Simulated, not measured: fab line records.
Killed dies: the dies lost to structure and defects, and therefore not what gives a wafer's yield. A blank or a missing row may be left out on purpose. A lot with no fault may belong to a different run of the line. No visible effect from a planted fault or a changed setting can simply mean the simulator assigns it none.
fab line records	flow sky130
record: lots: 6	wafers: 18	lastDay: 50
route steps=708 shown CAP2M@612 METAL4@621 PAD_OPEN@708
lots with no fault: from the same line, run without faults
startH: hours from the record's opening day to when the first of the lot's shown wafers began	waitH: how many hours have passed since the lot's step before this one	" unchanged from the row above	L1.1+2: one row covering several wafers at once	- no value present, or no start provided	* or withheld: withheld	< > ~ a bound
route shown NAME@n: names a module that has steps shown in the file, with the first one's number in the route	usual: the fault-free wafers' mean and standard deviation	same: alike in all rows	chamber/n: place in a boat	sites: per-site readings	_std_site: the values' standard deviation	_edge_site: outer sites' mean less inner sites'	radiusMm: for every site, how far away it sits from the centre of the wafer	mask NAME#n: copy n	behind: tool/chamber where the wafer was last shaped	hold: why the lot was held/for how many hours/how that ended	device: the n, p or np transistor that did not switch	end of line: the tests these same wafers got at the end of their route	a step without rows: its recipe alone	killed: the dies lost at the first sort to structure and to defects; this is not the yield of the wafer	map: a wafer's dies, marking killed ones x, the rest . and places with no die _
set.NAME: the setting that was run; set.NAME@STEP: the one run at that earlier step	model.NAME: the simulator's own value behind a step, which no gauge read
lots at some steps of the route; a table a step, a row a wafer
services: the hour from which a tool's chamber was out of use, counted from the record's first day as startH (under 0 if before that day), plus the number of hours and why
== steps ==
step: SKY_CAP2M_EXPOSE_09
recipe: maskId: CAP2M	na: 0.6	sourceShape: conventional	sigmaOuter: 0.6	polarization: unpolarized	targetCdNm: 1000	doseMj: 159
step: SKY_CAP2M_PEB_10
recipe: tempC: withheld	timeS: *	resist: NOVOLAK
step: SKY_CAP2M_DEVELOP_11
recipe: resist: NOVOLAK	developer: TMAH	developTimeS: 60	devTempC: 23
step: SKY_CAP2M_OVL_MEAS_12
usual: CAP2M_OVL: -0.4/1.7
lot.wafer	tool	chamber	startH	waitH	CAP2M_OVL[nm]
L787.2	overlay-02	-	984.26	0.1	1.7
L787.3	"	-	"	"	1.2
L787.6	"	-	"	"	1.8
L789.3	overlay-02	-	1055.72	0.1	0.1
L789.5	"	-	"	"	-0.5
L789.6	"	-	"	"	-2.1
L796.1	overlay-02	-	1059.16	0.1	-3.7
L796.2	"	-	"	"	-3.8
L796.5	"	-	"	"	-3.9
L793.2	overlay-02	-	1059.52	0.1	-0.2
L793.3	"	-	"	"	0.1
L793.6	"	-	"	"	0.3
L799.1	overlay-01	-	1062.31	0.1	-1.9
L799.2	"	-	"	"	-2.0
L799.5	"	-	"	"	-1.2
L807.1	overlay-01	-	1084.39	0.1	-0.5
L807.3	"	-	"	"	1.0
L807.6	"	-	"	"	0.6
step: SKY_CAP2M_METAL_ETCH_13
recipe: targetDepthNm: 220	stopOn: SiO2	chemistry: Cl2/BCl3	target: TiN	pressureMtorr: 10	icpW: 900	biasW: 48.5	Cl2_flow_sccm: 60	bcl3FlowSccm: 30	timeS: 62.9
usual: drypumpMotorCurrentA: 5.7/0.44	oesProductAu: 0.945/0.0097	rfFwdPowerW: 890/3.8	throttleValvePct: 21.899/0.011
lot.wafer	tool	chamber	startH	waitH	drypumpMotorCurrentA	oesProductAu	rfFwdPowerW	rfHoursCounterH	throttleValvePct
L787.2	rieMetal-04	0	984.29	0.0	5.8	0.935	890	13	21.907
L787.3	"	1	"	"	5.2	0.945	891	-	21.920
L787.6	"	1	"	"	5.2	0.953	891	-	21.887
L789.3	rieMetal-03	0	1055.77	0.0	6.3	0.949	887	-	21.894
L789.5	"	0	"	"	6.3	0.954	888	-	21.886
L789.6	"	1	"	"	5.6	0.946	887	-	21.894
L796.1	rieMetal-04	0	1059.19	0.0	5.8	0.942	889	16	21.904
L796.2	"	1	"	"	5.3	0.944	895	18	21.900
L796.5	"	1	"	"	5.2	0.932	894	-	21.893
L793.2	rieMetal-04	0	1059.55	0.0	5.9	0.961	884	17	21.892
L793.3	"	0	"	"	5.8	0.951	886	-	21.907
L793.6	"	1	"	"	5.2	0.957	898	-	21.883
L799.1	rieMetal-01	1	1062.34	0.0	5.1	0.953	893	11	21.893
L799.2	"	0	"	"	6.2	0.935	892	19	21.902
L799.5	"	1	"	"	5.1	0.933	892	-	21.900
L807.1	rieMetal-04	1	1084.43	0.0	5.2	0.951	891	20	21.910
L807.3	"	0	"	"	5.8	0.963	886	-	21.898
L807.6	"	0	"	"	5.8	0.945	890	-	21.890
step: SKY_CAP2M_STRIP_14
recipe: chemistry: O2/N2	powerW: 1400	pressureMtorr: 1500	platenTempC: withheld	o2FlowSccm: 3000	n2FlowSccm: 300	overashFraction: 0.5
usual: drypumpMotorCurrentA: 5.5/0.44	oesProductAu: 0.710/0.0042	stripTimeToEndpointS: 12.64/0.036
lot.wafer	tool	chamber	startH	waitH	drypumpMotorCurrentA	oesProductAu	rfHoursCounterH	stripTimeToEndpointS
L787.2	plasmaAsher-03	1	984.37	0.1	5.0	0.710	58	12.64
L787.3	"	0	"	"	5.8	0.713	-	12.69
L787.6	"	1	"	"	5.0	0.710	-	12.66
L789.3	plasmaAsher-04	0	1055.86	0.1	5.2	0.710	-	12.62
L789.5	"	0	"	"	5.3	0.710	-	12.63
L789.6	"	1	"	"	6.5	0.710	-	12.65
L796.1	plasmaAsher-04	1	1059.27	0.1	6.5	0.706	33	12.68
L796.2	"	0	"	"	5.2	0.708	33	12.69
L796.5	"	1	"	"	6.5	0.714	-	12.65
L793.2	plasmaAsher-01	1	1059.62	0.1	5.6	0.713	83	12.61
L793.3	"	1	"	"	5.6	0.710	-	12.60
L793.6	"	0	"	"	5.3	0.712	-	12.66
L799.1	plasmaAsher-03	0	1062.42	0.1	5.7	0.710	66	12.70
L799.2	"	1	"	"	4.9	0.709	66	12.66
L799.5	"	1	"	"	5.0	0.721	-	12.74
L807.1	plasmaAsher-04	0	1084.51	0.1	5.2	0.719	36	12.67
L807.3	"	1	"	"	6.5	0.708	-	12.62
L807.6	"	1	"	"	6.5	0.708	-	12.61
step: SKY_CAP2M_STRIP_15
recipe: chemistry: postEtchResidueRemover	timeS: 1200	tempC: 72.5
step: SKY_CAP2M_CLEAN_16
recipe: chemistry: IPA	timeS: 180	tempC: 25
step: SKY_CAP2M_CLEAN_17
recipe: chemistry: O3/DIW	dry: n2Spin
step: SKY_METAL4_DEHYDRATE_05
recipe: tempC: 200	timeS: 60
step: SKY_METAL4_HMDS_06
recipe: primeTimeS: 60	primeTempC: 120
step: SKY_METAL4_COAT_07
recipe: resist: BARC	tempC: withheld	timeS: withheld	spinRpm: 3000	resistThkNm: 60
step: SKY_METAL4_COAT_08
recipe: resist: KrF-thick	spinRpm: 3000	resistThkNm: 1140
lot.wafer	tool	chamber	startH	waitH	model.KrF-thick_of_METAL4_COAT_08.thkNm
L787.2+3+6	lithoTrack-04	0	995	-	1142
L789.3	lithoTrack-04	0	1066	-	1140
L789.5	"	0	"	"	1139
L789.6	"	0	"	"	1141
L796.1	lithoTrack-04	0	1070	-	1143
L796.2	"	0	"	"	1176
L796.5	"	0	"	"	1175
L793.2+3	lithoTrack-02	0	1071	-	1139
L793.6	"	0	"	"	1138
L799.1	lithoTrack-04	0	1073	-	1145
L799.2	"	0	"	"	1177
L799.5	"	0	1074	-	1175
L807.1	lithoTrack-03	0	1095	-	1145
L807.3	"	0	"	"	1142
L807.6	"	0	"	"	1143
step: SKY_METAL4_SOFTBAKE_09
recipe: tempC: 100	timeS: 90	resist: KrF-thick
step: SKY_METAL4_EXPOSE_10
recipe: maskId: MM4	na: 0.68	sourceShape: annular	sigmaInner: 0.4	sigmaOuter: 0.8	targetCdNm: 300	doseMj: 28
step: SKY_METAL4_PEB_11
recipe: pebTempC: withheld	pebTimeS: withheld	resist: KrF-thick
step: SKY_METAL4_DEVELOP_12
recipe: developTimeS: 60	resist: KrF-thick	devTempC: 21
step: SKY_METAL4_CD_MEAS_13
recipe: targetCdNm: 300
usual: cdNm: 300.0/1.3
lot.wafer	tool	chamber	startH	waitH	cdNm
L787.2	cdSem-01	-	1007.33	-	300.4
L787.3	"	-	"	"	299.5
L787.6	"	-	"	"	299.4
L789.3	cdSem-01	-	1077.54	-	299.2
L789.5	"	-	"	"	299.0
L789.6	"	-	"	"	297.9
L796.1	cdSem-01	-	1081.01	-	302.7
L796.2	"	-	"	"	303.9
L796.5	"	-	"	"	303.8
L793.2	cdSem-01	-	1082.00	-	301.6
L793.3	"	-	"	"	302.1
L793.6	"	-	"	"	300.6
L799.1	cdSem-01	-	1084.35	-	300.7
L799.2	"	-	"	"	300.0
L799.5	"	-	"	"	301.3
L807.1	cdSem-01	-	1106.00	-	302.9
L807.3	"	-	"	"	303.0
L807.6	"	-	"	"	304.0
step: SKY_METAL4_OVL_MEAS_14
usual: METAL4_OVL: 6/4.8
lot.wafer	tool	chamber	startH	waitH	METAL4_OVL[nm]
L787.2	overlay-01	-	1007.43	0.1	3
L787.3	"	-	"	"	0
L787.6	"	-	"	"	5
L789.3	overlay-01	-	1077.63	0.1	10
L789.5	"	-	"	"	10
L789.6	"	-	"	"	13
L796.1	overlay-02	-	1081.13	0.1	-4
L796.2	"	-	"	"	-3
L796.5	"	-	"	"	1
L793.2	overlay-02	-	1082.11	0.1	1
L793.3	"	-	"	"	-1
L793.6	"	-	"	"	1
L799.1	overlay-02	-	1084.47	0.1	0
L799.2	"	-	"	"	8
L799.5	"	-	"	"	4
L807.1	overlay-01	-	1106.12	0.1	8
L807.3	"	-	"	"	8
L807.6	"	-	"	"	4
step: SKY_METAL4_DESCUM_15
recipe: chemistry: O2	sourcePowerW: 150	biasPowerW: 0	pressureMtorr: 10	tempC: 40	timeS: 8
usual: drypumpMotorCurrentA: 5.8/0.47	oesProductAu: 1.002/0.011	rfFwdPowerW: 146.7/0.72
lot.wafer	tool	chamber	startH	waitH	drypumpMotorCurrentA	oesProductAu	rfFwdPowerW	rfHoursCounterH
L787.2	rieMetal-02	0	1007.46	0.0	6.5	1.000	146.6	12
L787.3	"	1	"	"	5.3	1.023	148.3	-
L787.6	"	0	"	"	6.5	0.999	146.8	-
L789.3	rieMetal-03	1	1077.67	0.0	5.6	0.995	146.6	-
L789.5	"	1	"	"	5.6	0.996	145.8	-
L789.6	"	0	"	"	6.2	1.003	145.8	-
L796.1	rieMetal-03	0	1081.16	0.0	6.3	1.001	146.1	15
L796.2	"	1	"	"	5.6	0.991	146.2	12
L796.5	"	1	"	"	5.6	0.989	145.7	-
L793.2	rieMetal-02	0	1082.14	0.0	6.5	0.993	146.8	18
L793.3	"	1	"	"	5.3	1.025	147.1	-
L793.6	"	1	"	"	5.3	1.020	147.8	-
L799.1	rieMetal-02	0	1084.51	0.0	6.5	0.998	146.6	19
L799.2	"	1	"	"	5.3	1.016	147.3	16
L799.5	"	1	"	"	5.3	1.019	147.5	-
L807.1	rieMetal-04	0	1106.16	0.0	5.8	0.993	146.4	20
L807.3	"	1	"	"	5.2	0.993	147.4	-
L807.6	"	0	"	"	5.8	1.004	146.3	-
step: SKY_METAL4_ETCH_16
recipe: chemistry: N2/H2	target: BARC	ionEnergyEv: 200	biasW: 100	pressureMtorr: 30	n2FlowSccm: 100	h2FlowSccm: 200	icpW: 500	stopOn: SiO2	timeS: 88.2	targetDepthA: 600
usual: drypumpMotorCurrentA: 5.8/0.47	oesProductAu: 0.626/0.0045	rfFwdPowerW: 495.7/1.8	throttleValvePct: 13.205/0.0092
lot.wafer	tool	chamber	startH	waitH	drypumpMotorCurrentA	oesProductAu	rfFwdPowerW	rfHoursCounterH	throttleValvePct
L787.2	rieMetal-02	0	1007.49	0.0	6.5	0.625	496.9	12	13.201
L787.3	"	1	"	"	5.3	0.625	499.1	-	13.209
L787.6	"	0	"	"	6.5	0.628	497.2	-	13.219
L789.3	rieMetal-03	1	1077.72	0.0	5.6	0.619	491.2	-	13.208
L789.5	"	1	"	"	5.6	0.634	492.1	-	13.193
L789.6	"	0	"	"	6.3	0.626	495.3	-	13.197
L796.1	rieMetal-03	0	1081.19	0.0	6.3	0.628	493.4	15	13.199
L796.2	"	1	"	"	5.7	0.625	492.6	12	13.198
L796.5	"	1	"	"	5.6	0.624	493.8	-	13.206
L793.2	rieMetal-02	0	1082.17	0.0	6.5	0.628	496.7	18	13.204
L793.3	"	1	"	"	5.3	0.623	496.9	-	13.201
L793.6	"	1	"	"	5.3	0.622	495.8	-	13.200
L799.1	rieMetal-02	0	1084.54	0.0	6.5	0.632	496.1	19	13.215
L799.2	"	1	"	"	5.3	0.624	495.8	16	13.201
L799.5	"	1	"	"	5.3	0.622	496.9	-	13.205
L807.1	rieMetal-04	0	1106.19	0.0	5.8	0.615	495.8	20	13.209
L807.3	"	1	"	"	5.2	0.626	495.8	-	13.217
L807.6	"	0	"	"	5.8	0.630	495.2	-	13.211
step: SKY_METAL4_ETCH_17
recipe: target: SiO2	stopOn: TiN	chemistry: C4F8/O2/Ar	sourceW: 1500	biasW: 1200	pressureMtorr: 40	c4f8FlowSccm: withheld	O2_flow_sccm: 6	Ar_flow_sccm: 300	timeS: 3.9	targetDepthA: 150
usual: oesProductAu: 0.755/0.0083	rfFwdPowerW: 1465/5.1
lot.wafer	tool	chamber	startH	waitH	oesProductAu	rfFwdPowerW
L787.2	rieDiel-02	2	1007.59	0.1	0.740	1478
L787.3	"	0	"	"	0.745	1461
L787.6	"	1	"	"	0.749	1459
L789.3	rieDiel-03	0	1077.79	0.0	0.741	1470
L789.5	"	2	"	"	0.759	1471
L789.6	"	3	"	"	0.766	1465
L796.1	rieDiel-01	0	1081.29	0.1	0.747	1467
L796.2	"	3	"	"	0.748	1467
L796.5	"	0	"	"	0.758	1453
L793.2	rieDiel-02	1	1082.27	0.1	0.748	1464
L793.3	"	0	"	"	0.752	1465
L793.6	"	1	"	"	0.771	1466
L799.1	rieDiel-01	0	1084.64	0.1	0.751	1468
L799.2	"	1	"	"	0.763	1464
L799.5	"	3	"	"	0.762	1466
L807.1	rieDiel-01	2	1106.29	0.1	0.744	1464
L807.3	"	3	"	"	0.759	1471
L807.6	"	3	"	"	0.755	1464
step: SKY_METAL4_METAL_ETCH_18
recipe: targetDepthA: 8450	stopOn: SiO2	overEtchFrac: 0.3	timeS: 183.1	chemistry: Cl2/BCl3	resistSidewallDeg: 88	pressureMtorr: 10	icpW: 900	biasW: 48.5	Cl2_flow_sccm: 60	bcl3FlowSccm: 30
usual: drypumpMotorCurrentA: 5.8/0.43	oesProductAu: 0.863/0.0075	rfFwdPowerW: 895.4/2.7	throttleValvePct: 22.264/0.0083
lot.wafer	tool	chamber	startH	waitH	drypumpMotorCurrentA	oesProductAu	rfFwdPowerW	rfHoursCounterH	throttleValvePct	model.KrF-thick_of_METAL4_COAT_08.thkNm
L787.2	rieMetal-04	1	1007.61	0.0	5.2	0.852	891.5	15	22.271	546.8
L787.3	"	1	"	"	5.2	0.855	894.6	-	22.276	543.3
L787.6	"	0	"	"	5.9	0.865	895.9	-	22.266	535.1
L789.3	rieMetal-02	1	1077.87	0.1	5.3	0.858	894.2	-	22.270	510.4
L789.5	"	0	"	"	6.5	0.869	896.8	-	22.266	523.9
L789.6	"	1	"	"	5.3	0.859	895.9	-	22.257	515.4
L796.1	rieMetal-02	1	1081.31	0.0	5.3	0.870	893.5	16	22.251	515.2
L796.2	"	0	"	"	6.5	0.863	894.8	18	22.259	564.6
L796.5	"	1	"	"	5.3	0.854	893.6	-	22.265	545.7
L793.2	rieMetal-03	0	1082.29	0.0	6.3	0.855	895.5	15	22.258	522.3
L793.3	"	1	"	"	5.6	0.865	895.9	-	22.269	532.6
L793.6	"	0	"	"	6.3	0.864	893.1	-	22.266	525.7
L799.1	rieMetal-03	0	1084.66	0.0	6.3	0.866	890.2	15	22.260	526.7
L799.2	"	1	"	"	5.6	0.848	893.9	12	22.259	568.7
L799.5	"	0	"	"	6.3	0.849	894.2	-	22.265	553.5
L807.1	rieMetal-02	1	1106.31	0.0	5.3	0.866	896.2	18	22.252	510.1
L807.3	"	0	"	"	6.5	0.867	897.8	-	22.259	519.8
L807.6	"	1	"	"	5.3	0.872	902.1	-	22.266	511.5
step: SKY_METAL4_STRIP_19
recipe: chemistry: O2/N2	powerW: 1400	pressureMtorr: 1500	platenTempC: withheld	o2FlowSccm: 3000	n2FlowSccm: 300	overashFraction: 0.5
usual: drypumpMotorCurrentA: 5.8/0.62	oesProductAu: 0.502/0.0064	stripTimeToEndpointS: 6.51/0.099
lot.wafer	tool	chamber	startH	waitH	drypumpMotorCurrentA	oesProductAu	rfHoursCounterH	stripTimeToEndpointS
L787.2	plasmaAsher-01	0	1007.79	0.1	5.3	0.516	78	6.74
L787.3	"	1	"	"	5.6	0.506	-	6.68
L787.6	"	1	"	"	5.6	0.507	-	6.60
L789.3	plasmaAsher-04	1	1078.02	0.1	6.5	0.499	-	6.38
L789.5	"	0	"	"	5.2	0.494	-	6.50
L789.6	"	1	"	"	6.5	0.499	-	6.44
L796.1	plasmaAsher-01	1	1081.49	0.1	5.6	0.493	85	6.41
L796.2	"	0	"	"	5.3	0.514	85	6.92
L796.5	"	0	"	"	5.3	0.509	-	6.72
L793.2	plasmaAsher-02	0	1082.46	0.1	6.8	0.506	1	6.48
L793.3	"	1	"	"	5.3	0.508	-	6.59
L793.6	"	0	"	"	6.7	0.495	-	6.51
L799.1	plasmaAsher-02	1	1084.83	0.1	5.3	0.499	2	6.54
L799.2	"	0	"	"	6.7	0.523	2	6.95
L799.5	"	1	"	"	5.3	0.513	-	6.80
L807.1	plasmaAsher-04	1	1106.48	0.1	6.5	0.498	38	6.35
L807.3	"	1	"	"	6.5	0.499	-	6.47
L807.6	"	1	"	"	6.5	0.499	-	6.39
step: SKY_METAL4_STRIP_20
recipe: chemistry: postEtchResidueRemover	timeS: 1200	tempC: 72.5
step: SKY_PAD_OPEN_PROBE_99
usual: defectLimitedYield: 82.8/2	killed_at_M0_to_M3: 42/7.3	killed_at_M4_up: 3.4/2	killedAtContacts: 24/5.8	killedAtFrontEnd: 15/4.6	killedAtOther: 0.3/0.62	killedDies: 84/9.8	killedOpen: 47/6.9	killedShort: 38/6.3	sort_bin_3_pad_short: 0.8/0.38	sort_bin_5_function: 10.2/1.5	sort_bin_6_memory: 6.2/1.1	sortNPass: 408/9.8	sortYieldPct: 82.8/2
same: grossDies: 492	killedAtBackSide: 0	sort_bin_4_leakage[%]: 0	sort_bin_8_speed[%]: 0
lot.wafer	tool	chamber	startH	waitH	defectLimitedYield[%]	killed_at_M0_to_M3	killed_at_M4_up	killedAtContacts	killedAtFrontEnd	killedAtOther	killedDies	killedOpen	killedShort	sort_bin_3_pad_short[%]	sort_bin_5_function[%]	sort_bin_6_memory[%]	sortNPass	sortYieldPct[%]
L787.2	prober-02	-	1098.96	0.1	82.1	59	4	17	8	0	88	48	40	0.8	10.2	6.9	404	82.1
L787.3	prober-02	-	1099.01	0.2	84.1	41	6	22	9	0	78	43	35	1.2	7.7	6.9	414	84.1
L787.6	prober-02	-	1099.16	0.2	86.4	33	2	17	15	0	67	39	28	0.8	8.3	4.5	425	86.4
L789.3	prober-02	-	1165.30	0.2	82.3	50	1	23	13	0	87	51	36	0.8	9.8	7.1	405	82.3
L789.5	prober-02	-	1165.40	0.2	85.8	34	1	23	10	2	70	31	39	0.8	8.1	5.3	422	85.8
L789.6	prober-02	-	1165.45	0.2	82.5	43	2	28	13	0	86	53	33	1.0	10.4	6.1	406	82.5
L796.1	prober-01	-	1168.87	0.1	85.6	38	4	11	18	0	71	43	28	1.4	7.3	5.7	421	85.6
L796.2	prober-01	-	1168.92	0.1	83.7	40	2	20	18	0	80	45	35	0.2	11.2	4.9	412	83.7
L796.5	prober-01	-	1169.07	0.2	84.3	38	2	18	19	0	77	44	33	0.6	9.3	5.7	415	84.3
L793.2	prober-02	-	1169.75	0.1	87.2	26	2	22	13	0	63	36	27	0.6	7.9	4.3	429	87.2
L793.3	prober-02	-	1169.80	0.2	82.5	39	4	31	12	0	86	44	42	1.4	9.6	6.5	406	82.5
L793.6	prober-02	-	1169.95	0.2	82.3	49	1	27	10	0	87	58	29	0.8	11.8	5.1	405	82.3
L799.1	prober-02	-	1171.20	0.1	83.3	55	1	18	8	0	82	40	42	0.8	8.9	6.9	410	83.3
L799.2	prober-02	-	1171.25	0.1	82.1	47	4	26	11	0	88	40	48	1.4	8.9	7.5	404	82.1
L799.5	prober-02	-	1171.40	0.2	82.5	49	4	30	3	0	86	46	40	0.6	9.6	7.3	406	82.5
L807.1	prober-01	-	1189.01	0.1	82.9	41	5	22	15	1	84	46	38	1.0	8.9	7.1	408	82.9
L807.3	prober-01	-	1189.11	0.2	82.5	50	1	21	14	0	86	57	29	1.0	8.9	7.5	406	82.5
L807.6	prober-01	-	1189.26	0.2	83.1	51	2	19	11	0	83	47	36	0.4	9.8	6.7	409	83.1
killed by level:class
L787.2 VIA1:geometricParticle:open=17 METAL2:geometricParticle:short=8 VIA2:geometricParticle:open=7 CONTACT:geometricParticle:open=6 VIA1:geometricParticle:short=6 VIA3:geometricParticle:open=6 FIELD_ISO:geometricParticle:open=5 LI_CONTACT:geometricParticle:open=5
L787.3 CONTACT:geometricParticle:open=10 VIA1:geometricParticle:open=9 VIA2:geometricParticle:open=8 METAL2:geometricParticle:short=7 LI_CONTACT:geometricParticle:open=4 LOCAL_INTERCONNECT:geometricParticle:short=4 METAL4:geometricParticle:short=4 VIA2:geometricParticle:short=4
L787.6 VIA1:geometricParticle:open=10 FIELD_ISO:geometricParticle:short=5 CONTACT:geometricParticle:short=5 VIA2:geometricParticle:open=5 FIELD_ISO:geometricParticle:open=4 POLY_GATE:geometricParticle:open=4 LI_CONTACT:geometricParticle:open=4 METAL2:geometricParticle:short=4
L789.3 VIA1:geometricParticle:open=13 VIA3:geometricParticle:open=9 VIA2:geometricParticle:open=7 CONTACT:geometricParticle:open=7 CONTACT:geometricParticle:short=6 POLY_GATE:geometricParticle:open=4 LI_CONTACT:geometricParticle:short=4 LI_CONTACT:geometricParticle:open=4
L789.5 LI_CONTACT:geometricParticle:open=9 VIA1:geometricParticle:open=8 FIELD_ISO:geometricParticle:short=6 METAL2:geometricParticle:short=6 VIA3:geometricParticle:open=5 CONTACT:geometricParticle:short=5 VIA1:geometricParticle:short=5 CONTACT:geometricParticle:open=4
L789.6 VIA1:geometricParticle:open=11 CONTACT:geometricParticle:open=9 LI_CONTACT:geometricParticle:open=8 VIA2:geometricParticle:open=7 CONTACT:geometricParticle:short=6 VIA1:geometricParticle:short=6 METAL2:geometricParticle:short=5 POLY_GATE:geometricParticle:open=4
L796.1 VIA1:geometricParticle:open=10 VIA3:geometricParticle:open=9 POLY_GATE:geometricParticle:open=7 METAL1:geometricParticle:short=7 FIELD_ISO:geometricParticle:open=4 CONTACT:geometricParticle:open=4 METAL4:geometricParticle:short=4 VIA2:geometricParticle:open=4
L796.2 VIA1:geometricParticle:open=12 CONTACT:geometricParticle:open=9 METAL1:geometricParticle:short=8 POLY_GATE:geometricParticle:short=6 LI_CONTACT:geometricParticle:open=6 VIA2:geometricParticle:open=5 FIELD_ISO:geometricParticle:open=4 METAL3:geometricParticle:short=4
L796.5 VIA1:geometricParticle:open=10 LI_CONTACT:geometricParticle:open=7 FIELD_ISO:geometricParticle:short=5 POLY_GATE:geometricParticle:open=5 METAL2:geometricParticle:short=5 CONTACT:geometricParticle:open=5 METAL1:geometricParticle:short=4 VIA1:geometricParticle:short=4
L793.2 VIA1:geometricParticle:open=9 POLY_GATE:geometricParticle:open=8 LOCAL_INTERCONNECT:geometricParticle:short=8 CONTACT:geometricParticle:open=7 VIA1:geometricParticle:short=4 VIA2:geometricParticle:open=4 LI_CONTACT:geometricParticle:short=3 METAL4:geometricParticle:short=2
L793.3 CONTACT:geometricParticle:open=11 METAL2:geometricParticle:short=8 VIA1:geometricParticle:open=8 VIA2:geometricParticle:open=8 LOCAL_INTERCONNECT:geometricParticle:short=7 LI_CONTACT:geometricParticle:open=6 METAL1:geometricParticle:short=5 VIA1:geometricParticle:short=5
L793.6 CONTACT:geometricParticle:open=14 VIA1:geometricParticle:open=13 VIA3:geometricParticle:open=8 POLY_GATE:geometricParticle:open=6 METAL2:geometricParticle:short=6 VIA2:geometricParticle:open=6 CONTACT:geometricParticle:short=5 LI_CONTACT:geometricParticle:open=4
L799.1 VIA1:geometricParticle:open=11 VIA3:geometricParticle:open=10 CONTACT:geometricParticle:open=9 METAL2:geometricParticle:short=7 VIA2:geometricParticle:short=7 METAL1:geometricParticle:short=5 VIA2:geometricParticle:open=5 VIA1:geometricParticle:short=5
L799.2 CONTACT:geometricParticle:short=8 METAL2:geometricParticle:short=6 VIA1:geometricParticle:short=6 VIA1:geometricParticle:open=6 VIA3:geometricParticle:open=6 LI_CONTACT:geometricParticle:open=5 CONTACT:geometricParticle:open=5 METAL1:geometricParticle:short=5
L799.5 VIA1:geometricParticle:open=12 CONTACT:geometricParticle:open=11 VIA2:geometricParticle:open=10 LOCAL_INTERCONNECT:geometricParticle:short=7 LI_CONTACT:geometricParticle:open=6 VIA3:geometricParticle:short=6 VIA1:geometricParticle:short=5 METAL1:geometricParticle:short=4
L807.1 CONTACT:geometricParticle:open=10 VIA1:geometricParticle:open=8 VIA2:geometricParticle:open=6 METAL3:geometricParticle:short=5 CONTACT:geometricParticle:short=5 METAL1:geometricParticle:short=5 VIA3:geometricParticle:open=5 FIELD_ISO:geometricParticle:short=4
L807.3 VIA2:geometricParticle:open=16 CONTACT:geometricParticle:open=10 VIA1:geometricParticle:short=9 VIA1:geometricParticle:open=9 FIELD_ISO:geometricParticle:open=5 LI_CONTACT:geometricParticle:open=5 VIA3:geometricParticle:open=5 CONTACT:geometricParticle:short=3
L807.6 VIA1:geometricParticle:open=14 VIA3:geometricParticle:open=9 LI_CONTACT:geometricParticle:open=7 VIA2:geometricParticle:open=7 CONTACT:geometricParticle:short=6 VIA1:geometricParticle:short=5 FIELD_ISO:geometricParticle:open=4 LOCAL_INTERCONNECT:geometricParticle:short=4
== services ==
tool	chamber	startH	hours	kind
rieDiel-01	-	974.13	1.5	repair
plasmaAsher-01	-	978.56	2.8	pm
plasmaAsher-03	-	980.89	3.3	repair
rieDiel-03	2	988.33	1.7	repair
rieDiel-03	0	997.76	4.1	repair
rieDiel-01	2	1021.52	14.5	repair
rieMetal-03	-	1031.39	0.3	repair
rieDiel-02	0	1034.32	12.5	repair
rieMetal-01	0	1036.98	2.0	repair
rieMetal-01	-	1044.82	1.4	pm
rieDiel-02	3	1052.92	2.6	repair
plasmaAsher-02	-	1055.25	9.0	pm
plasmaAsher-02	0	1055.25	9.0	ventCycle
plasmaAsher-02	1	1055.25	9.0	ventCycle
plasmaAsher-02	0	1064.25	-	clean
plasmaAsher-02	1	1064.25	-	clean
rieDiel-03	2	1093.71	-	clean
rieDiel-03	2	1093.71	15.5	scheduledDown
rieDiel-03	2	1093.71	15.5	ventCycle
plasmaAsher-04	-	1095.29	0.8	repair
plasmaAsher-01	-	1104.97	3.2	repair
== key ==
firstSign: step: SKY_METAL4_STRIP_19	reading: stripTimeToEndpointS	direction: up	sigmas: 3.4	usual: *	struck: *
effect none on later readings
modelEffect: step: SKY_METAL4_COAT_08	value: KrF-thick_of_METAL4_COAT_08.thkNm	without: 1140	struck: 1176
modelEffect: step: SKY_METAL4_METAL_ETCH_18	value: KrF-thick_of_METAL4_COAT_08.thkNm	without: 522.2	struck: 558.1
metAt SKY_METAL4_COAT_08
struckWafers L796.2,L796.5,L799.2,L799.5
onsetBetween 1066 1070
fault: kind: processParameterDrift	tool: lithoTrack-04	chamber: -	onsetH: 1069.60	steps: SKY_METAL4_COAT_08	channel: resistThkNm	offset: 35.893	shape: step	endH: 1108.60	scope: struckWafersOnly	actsIn: theseRecipesOnly	stated: 1140
